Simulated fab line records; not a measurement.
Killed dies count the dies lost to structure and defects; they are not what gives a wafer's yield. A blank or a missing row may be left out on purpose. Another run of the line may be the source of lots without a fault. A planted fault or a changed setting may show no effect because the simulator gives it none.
Which tool did it? ; flow sky130 ; 33 wafers from 11 lots sampled at 5 of the route's 708 steps

== WHAT EACH GAUGE READ, for each wafer ==
SKY_VIA4_THK_MEAS_01.
lot;measured;on;VIA4_HDPCVD_THK (nm)
L506;day 41 14:34;film_metro-04;1751 1765 1755
L508;day 42 04:47;film_metro-03;1757 1793 1770
L509;day 42 09:38;film_metro-01;1787 1778 1770
L510;day 43 11:06;film_metro-03;1739 1737 1752
L512;day 44 08:14;film_metro-03;1761 1739 1755
L511;day 44 09:14;film_metro-04;1749 1742 1748
L514;day 44 12:19;film_metro-01;1774 1747 1765
L515;day 44 13:50;film_metro-04;1736 1741 1731
L513;day 44 15:49;film_metro-03;1754 1759 1746
L517;day 44 22:27;film_metro-03;2645 2606 2615
L519;day 45 15:08;film_metro-01;2635 2618 2624

SKY_VIA4_OVL_MEAS_11.
lot;measured;on;VIA4_OVL (nm)
L506;day 42 14:31;overlay-02;-0.3 0.6 0.5
L508;day 43 03:25;overlay-02;0.7 -0.4 1.5
L509;day 43 08:44;overlay-02;2.0 -1.3 -0.4
L510;day 44 10:05;overlay-02;-3.1 -3.4 -1.9
L512;day 45 05:59;overlay-02;-0.4 -0.9 1.4
L511;day 45 07:11;overlay-02;-0.8 0.4 -1.1
L514;day 45 10:37;overlay-02;2.4 3.4 2.5
L515;day 45 12:41;overlay-02;0.1 1.0 -1.1
L513;day 45 14:10;overlay-02;1.7 1.9 0.2
L517;day 45 19:55;overlay-02;-0.1 -1.9 -1.3
L519;day 46 12:05;overlay-02;0.1 2.9 1.9

== TOOL THAT RAN EACH LOT (tool first, then ch and the chambers of the sampled wafers, then the start) ==
lot;SKY_VIA3_CMP_24;SKY_METAL4_SPUTTER_02;SKY_VIA4_HDPCVD_00
L506;cmp-01 ch 0,1, day 39 15:25;pvd_sputter-04, day 39 15:46;hdpcvd-01 ch 0,1, day 41 14:23
L508;cmp-01 ch 1,2,3, day 40 04:44;pvd_sputter-01, day 40 04:56;hdpcvd-01 ch 1,2, day 42 04:36
L509;cmp-02 ch 0,2, day 40 10:34;pvd_sputter-03, day 40 10:55;hdpcvd-01 ch 0,1, day 42 09:27
L510;cmp-02 ch 1,2,3, day 41 09:46;pvd_sputter-03, day 41 09:58;hdpcvd-01 ch 0,1,2, day 43 10:59
L512;cmp-01 ch 1,3, day 42 08:18;pvd_sputter-04, day 42 08:36;hdpcvd-01 ch 0,1, day 44 08:04
L511;cmp-01 ch 0,1, day 42 09:22;pvd_sputter-04, day 42 09:40;hdpcvd-01 ch 0,2, day 44 09:04
L514;cmp-02 ch 0,3, day 42 12:22;pvd_sputter-01, day 42 12:43;hdpcvd-01 ch 0,1, day 44 12:08
L515;cmp-02 ch 1,2,3, day 42 14:32;pvd_sputter-01, day 42 14:47;hdpcvd-02 ch 0,1,2, day 44 13:40
L513;cmp-01 ch 0,1,3, day 42 16:21;pvd_sputter-03, day 42 16:39;hdpcvd-02 ch 0,1,2, day 44 15:38
L517;cmp-02 ch 1,2,3, day 43 00:41;pvd_sputter-03, day 43 01:02;hdpcvd-01 ch 0,1,2, day 44 22:16
L519;cmp-02 ch 0,2,3, day 43 16:14;pvd_sputter-03, day 43 16:36;hdpcvd-01 ch 0,1,2, day 45 14:58
- SKY_VIA3_CMP_24: polishes, stops on SiO2, t overpolish 20 s, target thk 0 nm.
- SKY_METAL4_SPUTTER_02: material AlCu, target thk 735 nm, time 39.1 s.
- SKY_VIA4_HDPCVD_00: deposits SiO2, target thk 1750 nm, time 291.7 s.

== AS READ BY THE TOOLS THEMSELVES (means over the sampled wafers that have a number; for cases with no such wafer, the mark the record gives instead) ==
SKY_VIA3_CMP_24.
lot;tool;motor_current_A (A);overpolish_run_s (s);retaining_ring_pressure_frac;time_to_endpoint_s (s)
L506;cmp-01;10.7;20.004;1.003;95
L508;cmp-01;10.0;19.997;0.999;96
L509;cmp-02;11.0;19.999;1.003;93
L510;cmp-02;11.7;19.995;1.001;91
L512;cmp-01;10.7;19.997;1.010;95
L511;cmp-01;12.2;19.988;1.000;97
L514;cmp-02;9.8;19.995;1.004;94
L515;cmp-02;11.7;20.010;1.001;94
L513;cmp-01;10.9;19.994;1.001;95
L517;cmp-02;11.2;20.014;0.997;95
L519;cmp-02;10.9;20.005;0.999;92

SKY_METAL4_SPUTTER_02.
lot;tool;chamber_pressure_pa (Pa);throttle_valve_pct (%)
L506;pvd_sputter-04;0.4007;30.2
L508;pvd_sputter-01;0.4007;31.3
L509;pvd_sputter-03;0.4006;31.0
L510;pvd_sputter-03;0.4000;30.4
L512;pvd_sputter-04;0.3998;30.5
L511;pvd_sputter-04;0.3998;30.8
L514;pvd_sputter-01;0.4001;30.4
L515;pvd_sputter-01;0.4010;31.3
L513;pvd_sputter-03;0.3986;30.5
L517;pvd_sputter-03;0.4002;30.3
L519;pvd_sputter-03;0.4004;29.9

SKY_VIA4_HDPCVD_00.
lot;tool;pressure_mtorr (mTorr);sih4_flow_sccm (sccm)
L506;hdpcvd-01;5.997;60.18
L508;hdpcvd-01;6.009;60.03
L509;hdpcvd-01;6.007;60.21
L510;hdpcvd-01;6.005;60.00
L512;hdpcvd-01;6.003;60.06
L511;hdpcvd-01;6.004;59.91
L514;hdpcvd-01;6.007;59.94
L515;hdpcvd-02;6.001;60.01
L513;hdpcvd-02;5.988;60.01
L517;hdpcvd-01;5.999;89.99
L519;hdpcvd-01;5.990;89.89

== THE ANSWER, worked out from the rows above alone ==
Rule: the usual values come from the lots themselves. Put in order of their means at a reading, lots are off if they are a third of the lots or fewer, leave a main group of 4 or more, and stand apart from it by a gap of 3 or more times the standard deviation of the main group's means; of several such gaps the widest counts. The tables above print the reading to a certain number of digits; a main group whose means all agree to those digits is not used. A lot without any number at a reading at which 4 lots or more have one is off too. All remaining lots with rows at the step are treated as sound. Order of review: gauges by route order, followed by the tools' own readings, for which a lot's mean as printed above is used. The first step at which some lot is off is used, and at that step the reading that is off furthest; a lot without a number counts as furthest.
Off: L517, L519, seen at SKY_VIA4_THK_MEAS_01 (VIA4_HDPCVD_THK). The main group: mean 1756 nm, standard deviation 13.
If a tool, at a process step before that reading, ran all the lots that are off and no sound lot after the first of them, it fits. Not tried: the gauges at SKY_VIA4_THK_MEAS_01; whatever is off there is also off at SKY_VIA4_HDPCVD_00, on other tools, and gauge error can't account for it. Can't be told from this: 3 tools fit, cmp-02 at SKY_VIA3_CMP_24, pvd_sputter-03 at SKY_METAL4_SPUTTER_02, hdpcvd-01 at SKY_VIA4_HDPCVD_00.

== WHAT WAS PUT IN BY THE SIMULATOR ==
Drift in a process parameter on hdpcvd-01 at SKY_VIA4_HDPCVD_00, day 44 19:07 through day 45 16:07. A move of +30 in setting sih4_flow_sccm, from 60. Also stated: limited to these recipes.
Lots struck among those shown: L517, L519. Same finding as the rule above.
